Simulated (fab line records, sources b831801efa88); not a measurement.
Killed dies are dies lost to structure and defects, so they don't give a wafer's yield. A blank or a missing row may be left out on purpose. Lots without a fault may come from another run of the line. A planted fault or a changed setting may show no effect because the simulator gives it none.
Which tool did it? | flow gf180mcu | 15 lots, 45 wafers sampled, at 3 steps of a route of 602

WHAT THE GAUGES READ, wafer by wafer
GF_MIM_THK_MEAS_06.
lot  | measured     | on            | MIM_CVD_05_THK (nm)
L205 | day 25 03:40 | film_metro-02 | 41.9 42.8 43.5
L208 | day 25 21:16 | film_metro-03 | 41.9 42.1 43.0
L207 | day 26 00:38 | film_metro-02 | 42.2 42.9 43.0
L209 | day 26 06:35 | film_metro-03 | 41.5 41.7 42.5
L210 | day 26 18:49 | film_metro-03 | 42.4 42.1 42.9
L211 | day 27 04:50 | film_metro-02 | 40.8 41.5 41.9
L213 | day 27 12:13 | film_metro-02 | 42.0 41.9 42.6
L216 | day 28 08:56 | film_metro-01 | 41.6 42.0 42.2
L217 | day 28 16:07 | film_metro-03 | 41.5 42.2 41.7
L218 | day 28 21:35 | film_metro-01 | 41.8 41.2 42.6
L219 | day 29 02:50 | film_metro-03 | 42.0 41.6 42.5
L224 | day 30 11:37 | film_metro-02 | 41.5 42.1 43.0
L225 | day 30 18:56 | film_metro-01 | 42.6 43.3 43.1
L226 | day 31 00:13 | film_metro-02 | 41.4 42.1 42.6
L227 | day 31 11:02 | film_metro-03 | 42.0 42.1 42.9

WHICH TOOL RAN EACH LOT (tool, then ch and the chambers of the sampled wafers, then the start)
lot  | GF_V4_ETCH_16                      | GF_MIM_CVD_05
L205 | rie_diel-04 ch 1,3, day 25 02:02   | pecvd-02 ch 0,1, day 25 03:37
L208 | rie_diel-01 ch 2,3, day 25 19:37   | pecvd-04 ch 0,1,2, day 25 21:13
L207 | rie_diel-01 ch 1,2,3, day 25 23:01 | pecvd-04 ch 0,2, day 26 00:36
L209 | rie_diel-03 ch 2,3, day 26 04:40   | pecvd-02 ch 0,1, day 26 06:33
L210 | rie_diel-03 ch 0,1,3, day 26 17:10 | pecvd-02 ch 0,2, day 26 18:47
L211 | rie_diel-01 ch 1,2,3, day 27 03:13 | pecvd-03 ch 0,2, day 27 04:49
L213 | rie_diel-04 ch 1,2, day 27 10:34   | pecvd-03 ch 1,2, day 27 12:10
L216 | rie_diel-03 ch 0,1,2, day 28 07:10 | pecvd-02 ch 0,2, day 28 08:55
L217 | rie_diel-03 ch 0,2,3, day 28 14:31 | pecvd-04 ch 0,1,2, day 28 16:05
L218 | rie_diel-01 ch 0,2, day 28 19:55   | pecvd-03 ch 0,2, day 28 21:34
L219 | rie_diel-04 ch 2,3, day 29 01:13   | pecvd-03 ch 0,1,2, day 29 02:49
L224 | rie_diel-01 ch 0,1,3, day 30 09:55 | pecvd-04 ch 0,1,2, day 30 11:35
L225 | rie_diel-03 ch 0,1,2, day 30 16:52 | pecvd-02 ch 1,2, day 30 18:53
L226 | rie_diel-03 ch 1,2,3, day 30 22:31 | pecvd-02 ch 0,1,2, day 31 00:11
L227 | rie_diel-04 ch 0,1,2, day 31 09:16 | pecvd-02 ch 0,1,2, day 31 11:00
- GF_V4_ETCH_16: etches BARC in N2/H2.
- GF_MIM_CVD_05: deposits Si3N4, target thk 42 nm, time 29.086 s.

WHAT THE TOOLS THEMSELVES READ (means of the sampled wafers that have a number; where no wafer has one, the mark that the record gives instead)
GF_V4_ETCH_16.
lot  | tool        | bias_w (W) | chamber_pressure_mTorr (mTorr) | drypump_motor_current_A (A) | h2_flow_sccm (sccm) | oes_product_au (a.u.) | throttle_valve_pct (%)
L205 | rie_diel-04 | 100.13     | 30.01                          | 5.9                         | 199.8               | 0.855                 | 13.215
L208 | rie_diel-01 | 99.78      | 29.99                          | 6.6                         | 199.9               | 0.849                 | 13.230
L207 | rie_diel-01 | 99.87      | 30.00                          | 6.5                         | 199.8               | 0.854                 | 13.217
L209 | rie_diel-03 | 100.10     | 30.02                          | 5.9                         | 199.8               | 0.854                 | 13.218
L210 | rie_diel-03 | 99.80      | 29.99                          | 5.5                         | 200.3               | 0.853                 | 13.226
L211 | rie_diel-01 | 99.87      | 29.99                          | 6.4                         | 199.9               | 0.855                 | 13.232
L213 | rie_diel-04 | 100.07     | 29.98                          | 5.7                         | 199.8               | 0.856                 | 13.220
L216 | rie_diel-03 | 100.07     | 30.02                          | 5.8                         | 200.1               | 0.860                 | 13.224
L217 | rie_diel-03 | 99.92      | 30.00                          | 5.8                         | 199.8               | 0.854                 | 13.231
L218 | rie_diel-01 | 100.01     | 29.99                          | 6.5                         | 199.9               | 0.852                 | 13.232
L219 | rie_diel-04 | 100.37     | 30.02                          | 5.1                         | 199.4               | 0.850                 | 13.220
L224 | rie_diel-01 | 100.31     | 30.00                          | 6.3                         | 199.6               | 0.850                 | 13.224
L225 | rie_diel-03 | 100.10     | 30.02                          | 5.8                         | 199.6               | 0.859                 | 13.233
L226 | rie_diel-03 | 100.22     | 29.99                          | 5.9                         | 199.7               | 0.851                 | 13.226
L227 | rie_diel-04 | 99.78      | 30.00                          | 5.4                         | 199.8               | 0.856                 | 13.226

GF_MIM_CVD_05.
lot  | tool     | heater_power_w (W)
L205 | pecvd-02 | 721
L208 | pecvd-04 | 697
L207 | pecvd-04 | 727
L209 | pecvd-02 | 750
L210 | pecvd-02 | 627
L211 | pecvd-03 | 587
L213 | pecvd-03 | 537
L216 | pecvd-02 | 599
L217 | pecvd-04 | 642
L218 | pecvd-03 | 580
L219 | pecvd-03 | 577
L224 | pecvd-04 | 608
L225 | pecvd-02 | 650
L226 | pecvd-02 | 653
L227 | pecvd-02 | 684

THE ANSWER, worked out from the rows above alone
Rule: what is usual is taken from the lots themselves. Put in order of their means at a reading, lots are off if they are a third of the lots or fewer, leave a main group of 4 or more, and stand apart from it by a gap of 3 or more times the standard deviation of the main group's means; of several such gaps the widest counts. A main group whose means are all the same, to the digits that the tables above print for the reading, isn't used. A lot without any number at a reading at which 4 lots or more have one is off too. The other lots that the step has rows for count as sound. The gauges are gone through in route order, then the tools' own readings, and for those a lot's mean is taken as printed above. The first step at which some lot is off is used, and at that step the reading that is off furthest; a lot without a number counts as furthest.
No lot is off at any reading shown: from this, nothing can be told.

WHAT THE SIMULATOR HAD PUT IN
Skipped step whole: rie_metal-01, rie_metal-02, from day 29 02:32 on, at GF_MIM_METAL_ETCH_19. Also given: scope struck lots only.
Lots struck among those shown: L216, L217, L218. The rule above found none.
